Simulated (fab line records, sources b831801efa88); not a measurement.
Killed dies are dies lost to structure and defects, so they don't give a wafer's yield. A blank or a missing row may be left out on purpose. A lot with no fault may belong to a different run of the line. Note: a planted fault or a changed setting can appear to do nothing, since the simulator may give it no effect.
Which tool did it? -- flow sky130 -- 11 lots, 33 wafers sampled, at 6 steps of a route of 708

== WHAT THE GAUGES READ, wafer by wafer ==
SKY_LI_CONTACT_THK_MEAS_23: measures by xrf. Usual: LI_CONTACT_W_THK typically reads 396 nm, with standard deviation 9.3.
lot,measured,on,LI_CONTACT_W_THK (nm),flag
L371,day 28 18:43,film-metro-03,398 393 393,
L373,day 31 02:50,film-metro-04,389 393 395,
L378,day 31 14:12,film-metro-04,401 413 418,
L379,day 31 15:44,film-metro-02,386 388 390,
L381,day 32 13:51,film-metro-04,395 397 388,
L382,day 33 02:26,film-metro-04,402 389 407,
L383,day 33 15:44,film-metro-03,389 388 402,
L384,day 33 19:23,film-metro-02,401 411 417,
L392,day 35 21:23,film-metro-03,384 387 387,
L393,day 36 05:16,film-metro-03,405 387 403,
L394,day 36 11:12,film-metro-02,393 394 397,

SKY_CONTACT_BOW_MEAS_05. Usual: CONTACT_BOW typically reads 81 um, with standard deviation 6.1.
lot,measured,on,CONTACT_BOW (um),flag
L371,day 30 00:17,film-metro-03,86 86 85,
L373,day 32 08:29,film-metro-01,90 92 75,
L378,day 32 19:27,film-metro-04,87 79 86,
L379,day 32 20:53,film-metro-04,75 85 77,
L381,day 33 18:36,film-metro-01,79 79 75,
L382,day 34 07:19,film-metro-04,91 82 76,
L383,day 34 20:31,film-metro-01,79 79 75,
L384,day 34 23:26,film-metro-04,85 75 82,
L392,day 37 01:43,film-metro-01,77 85 87,
L393,day 37 08:59,film-metro-04,79 75 79,
L394,day 37 14:04,film-metro-04,82 80 72,

SKY_CONTACT_RS_MEAS_25: uses a four-point probe to measure. Usual: CONTACT_W_RS typically reads 0.337 ohm/sq, with standard deviation 0.0059.
lot,measured,on,CONTACT_W_RS (ohm/sq),flag
L371,day 31 05:49,film-metro-04,0.339 0.342 0.342,
L373,day 33 12:31,film-metro-03,0.336 0.337 0.338,
L378,day 33 23:35,film-metro-04,0.325 0.338 0.328,
L379,day 34 00:29,film-metro-04,0.335 0.320 0.339,
L381,day 34 22:11,film-metro-03,0.342 0.341 0.343,
L382,day 35 10:55,film-metro-01,0.333 0.333 0.675,OFF
L383,day 35 23:21,film-metro-04,0.677 0.333 0.670,OFF
L384,day 36 02:32,film-metro-01,0.684 0.332 0.669,OFF
L392,day 38 05:24,film-metro-03,0.332 0.332 0.340,
L393,day 38 12:13,film-metro-01,0.344 0.331 0.332,
L394,day 38 16:59,film-metro-04,0.342 0.339 0.340,

SKY_CONTACT_THK_MEAS_26: measures by xrf. Usual: CONTACT_W_THK typically reads 335 nm, with standard deviation 6.3.
lot,measured,on,CONTACT_W_THK (nm),flag
L371,day 31 05:56,film-metro-04,337 333 335,
L373,day 33 12:38,film-metro-03,331 332 330,
L378,day 33 23:43,film-metro-04,347 332 344,
L379,day 34 00:37,film-metro-04,340 355 335,
L381,day 34 22:19,film-metro-03,330 328 327,
L382,day 35 11:02,film-metro-01,335 336 170,OFF
L383,day 35 23:26,film-metro-04,169 340 172,OFF
L384,day 36 02:40,film-metro-01,168 339 171,OFF
L392,day 38 05:31,film-metro-03,341 340 333,
L393,day 38 12:20,film-metro-01,329 340 341,
L394,day 38 17:06,film-metro-04,331 335 333,

== WHAT TOOL EACH LOT RAN ON (gives the tool, then ch and the chambers of the sampled wafers, and finally the start) ==
lot,SKY_SD_N_RTA_14,SKY_CONTACT_CVD_24
L371,"rtp-anneal-02 ch 0, day 27 12:41","cvd-w-01 ch 0,1, day 31 05:43"
L373,"rtp-anneal-02 ch 0, day 29 19:53","cvd-w-01 ch 1, day 33 12:19"
L378,"rtp-anneal-01 ch 0, day 30 08:07","cvd-w-02 ch 0,1, day 33 23:29"
L379,"rtp-anneal-02 ch 0, day 30 10:40","cvd-w-02 ch 0,1, day 34 00:23"
L381,"rtp-anneal-02 ch 0, day 31 08:47","cvd-w-02 ch 1, day 34 21:58"
L382,"rtp-anneal-01 ch 0, day 31 21:52","cvd-w-02 ch 0,1, day 35 10:48"
L383,"rtp-anneal-02 ch 0, day 32 10:36","cvd-w-02 ch 0,1, day 35 23:13"
L384,"rtp-anneal-01 ch 0, day 32 15:02","cvd-w-02 ch 0,1, day 36 02:26"
L392,"rtp-anneal-02 ch 0, day 34 17:44","cvd-w-02 ch 0,1, day 38 05:16"
L393,"rtp-anneal-02 ch 0, day 35 01:04","cvd-w-02 ch 0,1, day 38 12:06"
L394,"rtp-anneal-01 ch 0, day 35 07:05","cvd-w-01 ch 0, day 38 16:52"
- SKY_SD_N_RTA_14: time 2 s.
- SKY_CONTACT_CVD_24: deposits W, target thk 340 nm, time 102.12 s.

== AS READ BY THE TOOLS THEMSELVES (means over the sampled wafers that have a number; for cases with no such wafer, the mark the record gives instead) ==
SKY_SD_N_RTA_14. Usual: lamp-power-pct 15.73 %, standard deviation 0.051; wafer_temp_C_max 1078.0, standard deviation 1.2.
lot,tool,lamp-power-pct (%),wafer_temp_C_max,flag
L371,rtp-anneal-02,15.80,1079.0,
L373,rtp-anneal-02,15.77,1078.3,
L378,rtp-anneal-01,15.75,1079.6,
L379,rtp-anneal-02,15.69,1077.5,
L381,rtp-anneal-02,15.70,1078.3,
L382,rtp-anneal-01,15.69,1078.5,
L383,rtp-anneal-02,15.73,1078.4,
L384,rtp-anneal-01,15.75,1078.9,
L392,rtp-anneal-02,15.72,1076.8,
L393,rtp-anneal-02,15.72,1077.5,
L394,rtp-anneal-01,15.73,1078.7,

SKY_CONTACT_CVD_24. Usual: heater-power-w 840 W, standard deviation 43.
lot,tool,heater-power-w (W),flag
L371,cvd-w-01,879,
L373,cvd-w-01,880,
L378,cvd-w-02,824,
L379,cvd-w-02,816,
L381,cvd-w-02,785,
L382,cvd-w-02,823,
L383,cvd-w-02,810,
L384,cvd-w-02,790,
L392,cvd-w-02,843,
L393,cvd-w-02,833,
L394,cvd-w-01,866,

== THE ANSWER, worked out from the rows above alone ==
Rule: take the mean of a lot's wafers that have a number; if it is more than 3 standard deviations from the usual mean, the lot is off. A lot without any number at a reading at which 4 lots or more have one is off too. Any other lot the step has rows for is counted as sound. Order of review: gauges by route order, followed by the tools' own readings, for which a lot's mean as printed above is used. At the first step where some lot is off, the reading lying furthest off is the one used; lots without a number count as furthest.
Off: L382, L383, L384, seen at SKY_CONTACT_RS_MEAS_25 (CONTACT_W_RS).
A tool fits if, at a process step before that reading, it ran every lot that is off, and no sound lot after the first of them. Gauges at SKY_CONTACT_RS_MEAS_25: tried the same way as those tools. Of those tried, none fits.

== WHAT WAS PUT IN BY THE SIMULATOR ==
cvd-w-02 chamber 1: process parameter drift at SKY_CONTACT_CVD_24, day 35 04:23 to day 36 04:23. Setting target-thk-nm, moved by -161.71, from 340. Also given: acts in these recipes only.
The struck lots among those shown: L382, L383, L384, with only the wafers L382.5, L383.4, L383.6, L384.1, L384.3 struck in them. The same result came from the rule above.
